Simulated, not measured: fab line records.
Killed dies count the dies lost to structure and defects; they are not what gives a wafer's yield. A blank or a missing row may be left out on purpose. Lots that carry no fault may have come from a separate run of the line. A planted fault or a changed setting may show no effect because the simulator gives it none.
Split-lot experiment :: flow sfq line :: 5 lots, 23 wafers read, on a route of 325 steps

ABOUT THE SPLIT
At SFQ_TRILAYER_I0_CMP_CMP_028 (polishes SiO2), the setting leave above ref nm was moved away from the recipe's 200 nm on 6 of the 23 wafers read, by -6.6% to +6.2%. All remaining wafers had this setting at the recipe value.

FROM SPLIT TO READING: 1 step shown by the file between the two
- SFQ_TRILAYER_I0_METRO_MEASURE_029

THE READING
oes product au, in a.u., at SFQ_TRILAYER_I0_VIA_ETCH_VIA_ETCH_034 (etches SiO2 in CHF3, stops on Nb, target depth 260 nm). Typical for fault-free wafers on this fab line: 0.855 a.u., with standard deviation 0.0052 a.u.

wafer: L075.3
tool, chamber at the split: cmp-02, 2
leave above ref nm as run, nm: 200
against the recipe: recipe
oes product au, a.u.: 0.849
against lot-mates on the recipe: -

wafer: L075.4
tool, chamber at the split: cmp-02, 0
leave above ref nm as run, nm: 200
against the recipe: recipe
oes product au, a.u.: 0.856
against lot-mates on the recipe: -

wafer: L075.5
tool, chamber at the split: cmp-02, 1
leave above ref nm as run, nm: 200
against the recipe: recipe
oes product au, a.u.: 0.858
against lot-mates on the recipe: -

wafer: L079.1
tool, chamber at the split: cmp-02, 1
leave above ref nm as run, nm: 212.3
against the recipe: +6.2%
oes product au, a.u.: 0.888
against lot-mates on the recipe: +0.032

wafer: L079.2
tool, chamber at the split: cmp-02, 2
leave above ref nm as run, nm: 212.3
against the recipe: +6.2%
oes product au, a.u.: 0.892
against lot-mates on the recipe: +0.036

wafer: L079.4
tool, chamber at the split: cmp-02, 3
leave above ref nm as run, nm: 200
against the recipe: recipe
oes product au, a.u.: 0.864
against lot-mates on the recipe: -

wafer: L079.5
tool, chamber at the split: cmp-02, 3
leave above ref nm as run, nm: 200
against the recipe: recipe
oes product au, a.u.: 0.852
against lot-mates on the recipe: -

wafer: L079.6
tool, chamber at the split: cmp-02, 0
leave above ref nm as run, nm: 200
against the recipe: recipe
oes product au, a.u.: 0.852
against lot-mates on the recipe: -

wafer: L080.1
tool, chamber at the split: cmp-02, 3
leave above ref nm as run, nm: 200
against the recipe: recipe
oes product au, a.u.: 0.860
against lot-mates on the recipe: -

wafer: L080.2
tool, chamber at the split: cmp-02, 1
leave above ref nm as run, nm: 186.8
against the recipe: -6.6%
oes product au, a.u.: 0.839
against lot-mates on the recipe: -0.019

wafer: L080.3
tool, chamber at the split: cmp-02, 0
leave above ref nm as run, nm: 200
against the recipe: recipe
oes product au, a.u.: 0.857
against lot-mates on the recipe: -

wafer: L080.4
tool, chamber at the split: cmp-02, 2
leave above ref nm as run, nm: 200
against the recipe: recipe
oes product au, a.u.: 0.858
against lot-mates on the recipe: -

wafer: L080.5
tool, chamber at the split: cmp-02, 2
leave above ref nm as run, nm: 186.8
against the recipe: -6.6%
oes product au, a.u.: 0.826
against lot-mates on the recipe: -0.032

wafer: L081.1
tool, chamber at the split: cmp-01, 0
leave above ref nm as run, nm: 200
against the recipe: recipe
oes product au, a.u.: 0.864
against lot-mates on the recipe: -

wafer: L081.2
tool, chamber at the split: cmp-01, 1
leave above ref nm as run, nm: 204.9
against the recipe: +2.4%
oes product au, a.u.: 0.871
against lot-mates on the recipe: +0.013

wafer: L081.3
tool, chamber at the split: cmp-01, 2
leave above ref nm as run, nm: 204.9
against the recipe: +2.4%
oes product au, a.u.: 0.860
against lot-mates on the recipe: +0.002

wafer: L081.5
tool, chamber at the split: cmp-01, 1
leave above ref nm as run, nm: 200
against the recipe: recipe
oes product au, a.u.: 0.857
against lot-mates on the recipe: -

wafer: L081.6
tool, chamber at the split: cmp-01, 2
leave above ref nm as run, nm: 200
against the recipe: recipe
oes product au, a.u.: 0.854
against lot-mates on the recipe: -

wafer: L083.2
tool, chamber at the split: cmp-02, 1
leave above ref nm as run, nm: 200
against the recipe: recipe
oes product au, a.u.: 0.856
against lot-mates on the recipe: -

wafer: L083.3
tool, chamber at the split: cmp-02, 3
leave above ref nm as run, nm: 200
against the recipe: recipe
oes product au, a.u.: 0.861
against lot-mates on the recipe: -

wafer: L083.4
tool, chamber at the split: cmp-02, 2
leave above ref nm as run, nm: 200
against the recipe: recipe
oes product au, a.u.: 0.855
against lot-mates on the recipe: -

wafer: L083.5
tool, chamber at the split: cmp-02, 2
leave above ref nm as run, nm: 200
against the recipe: recipe
oes product au, a.u.: 0.859
against lot-mates on the recipe: -

wafer: L083.6
tool, chamber at the split: cmp-02, 3
leave above ref nm as run, nm: 200
against the recipe: recipe
oes product au, a.u.: 0.853
against lot-mates on the recipe: -

FIT RESULTS
A straight line over all 23 wafers: oes product au changes by +0.0044 a.u. for each +1% of leave above ref nm; r = +0.93; the points scatter about the line by 0.0051 a.u.
The same after taking each lot's own level away (the mean of its wafers on the recipe; 23 wafers): +0.00453 a.u. for each +1%; r = +0.93; scatter 0.005 a.u.
On that fit, the largest move of leave above ref nm shifts the reading by 0.03 a.u.
The span of the lots' own levels, 0.8543 to 0.8583 a.u., comes to 0.8 times the standard deviation stated above.
The two slopes agree, so the slope changes little with the lot-to-lot level.
Check: -0.0338 a.u. against its lot-mates is what the line predicts for one of the wafers moved furthest among these (-6.6%) when that wafer is left out of the fit. Against them it came out at -0.0193 a.u.

FURTHER SPLITS ON THESE WAFERS
Before the reading, these wafers also passed through other splits. Each is held against what the fit with the lots' levels taken away leaves over:
other split on the same wafers: SFQ_TRILAYER_L0_LITHO_COAT_010 spin rpm
wafers away from the commonest value: 7
r with oes product au (lot level and that fit taken away): -0.42

other split on the same wafers: SFQ_TRILAYER_L0_VIA_LITHO_COAT_013 spin rpm
wafers away from the commonest value: 10
r with oes product au (lot level and that fit taken away): -0.21

other split on the same wafers: SFQ_TRILAYER_M0_LITHO_PEB_024 peb temp c
wafers away from the commonest value: 4
r with oes product au (lot level and that fit taken away): +0.15

other split on the same wafers: SFQ_TRILAYER_M0_BARC_OPEN_METAL_ETCH_031 bias w
wafers away from the commonest value: 5
r with oes product au (lot level and that fit taken away): +0.11

THE WHOLE CHAIN: every reading that the file lists as answering this split, in the file's order
step: SFQ_TRILAYER_I0_CMP_CMP_028
what it does: polishes SiO2
reading: SiO2_of_TRILAYER_I0_DEP_PECVD_027.thk nm (the simulator's own value, which no gauge read)
change (the file's fit): +2.07 nm for each +1% of the setting
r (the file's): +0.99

step: SFQ_TRILAYER_I0_METRO_MEASURE_029
what it does: 
reading: thk nm
change (the file's fit): +2.07 nm for each +1% of the setting
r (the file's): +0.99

step: SFQ_TRILAYER_I0_VIA_ETCH_VIA_ETCH_034
what it does: etches SiO2 in CHF3, stops on Nb, target depth 260 nm
reading: oes product au
change (the file's fit): +0.00456 a.u. for each +1% of the setting
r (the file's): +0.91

step: SFQ_TRILAYER_I0_VIA_ETCH_VIA_ETCH_034
what it does: etches SiO2 in CHF3, stops on Nb, target depth 260 nm
reading: I0.feature depth nm (the simulator's own value, which no gauge read)
change (the file's fit): +2.03 nm for each +1% of the setting
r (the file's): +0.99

THE FILE'S OWN FIT
oes product au changes by +0.00456 a.u. for each +1% of leave above ref nm, r = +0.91.
